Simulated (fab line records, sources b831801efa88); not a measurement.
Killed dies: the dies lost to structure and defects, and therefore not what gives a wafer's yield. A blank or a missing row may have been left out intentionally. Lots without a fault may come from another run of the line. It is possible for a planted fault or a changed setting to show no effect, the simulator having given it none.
A lot that was struck, set against a sound lot / flow sky130 / 18 out of 708 route steps
Sound: the wafers L520.1, L520.2, L520.3. Wafers L531.3, L531.4, L531.5 were the ones struck. The cause is given at the end.
Each step with rows lists, per side, the tool, then ch with its chambers, then its first start. Under that, the readings that differ: sound wafers / struck wafers / difference of the means / sigmas: that difference in standard deviations of wafers without a fault.
alike: same words and numbers on both sides, and readings whose means sit less than 2 such deviations apart. not compared: any withheld reading, any reading some wafer has no value for, any bound like >300 that may hide the same value, and any number with overlapping values for which the record gives no deviation.
A row with sigmas, a row that says differs or no value, or rows on one side alone: a step with any of these is where the two part. Non-overlapping numbers with no deviation appear without sigmas and do not part them. A reading missing from all wafers of one side parts the sides only when that side holds two or more wafers.

first, 2 steps without rows for these wafers: SKY_METAL3_CLEAN_22 (cleans in O3/DIW); SKY_VIA3_HDPCVD_00 (deposits SiO2, target thk 1635 nm, time 272.5 s).
SKY_VIA3_THK_MEAS_01:
  sound: filmMetro-03 at day 39 13:34; struck: filmMetro-04 at day 43 01:05
  alike: VIA3_HDPCVD_THK
SKY_VIA3_CMP_02: polishes SiO2.
  sound on cmp-01 ch 0,2,3, day 39 13:50; struck on cmp-02 ch 2,3, day 43 01:07
  alike: motorCurrentA
SKY_VIA3_BOW_MEAS_03:
  sound: filmMetro-02 at day 39 14:08; struck: filmMetro-04 at day 43 01:28
  alike: VIA3_BOW
then, 7 steps without rows for these wafers: SKY_VIA3_DEHYDRATE_04 (time 60 s); SKY_VIA3_HMDS_05 (prime time 60 s); SKY_VIA3_COAT_06 (resist thk 60 nm); SKY_VIA3_COAT_07 (resist thk 450 nm); SKY_VIA3_SOFTBAKE_08 (time 90 s); SKY_VIA3_EXPOSE_09 (exposes mask VIM3, target cd 200 nm); SKY_VIA3_PEB_10.
SKY_VIA3_DEVELOP_11: develop time 60 s.
  sound on lithoTrack-04 ch 0, day 40 14:00; struck on lithoTrack-03 ch 0, day 43 23:00
SKY_VIA3_CD_MEAS_12 targets a cd of 200 nm.
  sound: cdSem-02 at day 40 14:48; struck: cdSem-01 at day 43 23:58
reading=cdNm (nm); sound=202.6 202.4 201.0; struck=196.0 194.9 196.2; difference=-6.3; sigmas=-5
SKY_VIA3_OVL_MEAS_13:
  sound: overlay-01 at day 40 14:55; struck: overlay-01 at day 44 00:04
  alike: VIA3_OVL
SKY_VIA3_ETCH_14: etches BARC in N2/H2, stops on SiO2, time 45.9 s, target depth 60 nm.
  sound on rieDiel-03 ch 0,2,3, day 40 14:58; struck on rieDiel-03 ch 0,2,3, day 44 00:05
reading=model.VIA3.cdNm (nm); sound=202.3 201.6 200.9; struck=195.2 193.6 194.4; difference=-7.2; sigmas=
  alike: drypumpMotorCurrentA, oesProductAu, throttleValvePct
  not compared: rfHoursCounterH
SKY_VIA3_ETCH_15: etches SiO2 in C4F8/O2/Ar, stops on TiN, target depth 507 nm, time 78 s.
  sound on rieDiel-03 ch 0,2,3, day 40 15:00; struck on rieDiel-03 ch 0,2,3, day 44 00:08
  alike: oesProductAu
  not compared: rfHoursCounterH
-- the record jumps here: 5 days lie between the struck wafers' starts before and after (it left off in module VIA3 and takes up again in module PAD_OPEN, whose first step shown is number 708 of the route) --
SKY_PAD_OPEN_PROBE_99:
  only the struck wafers here have rows in the record (prober-02, day 49 11:23); the sound ones have none

== WHERE THEY PART ==
Earliest at SKY_VIA3_CD_MEAS_12; latest, in this record, at SKY_PAD_OPEN_PROBE_99.

WHY: what the simulator had put in
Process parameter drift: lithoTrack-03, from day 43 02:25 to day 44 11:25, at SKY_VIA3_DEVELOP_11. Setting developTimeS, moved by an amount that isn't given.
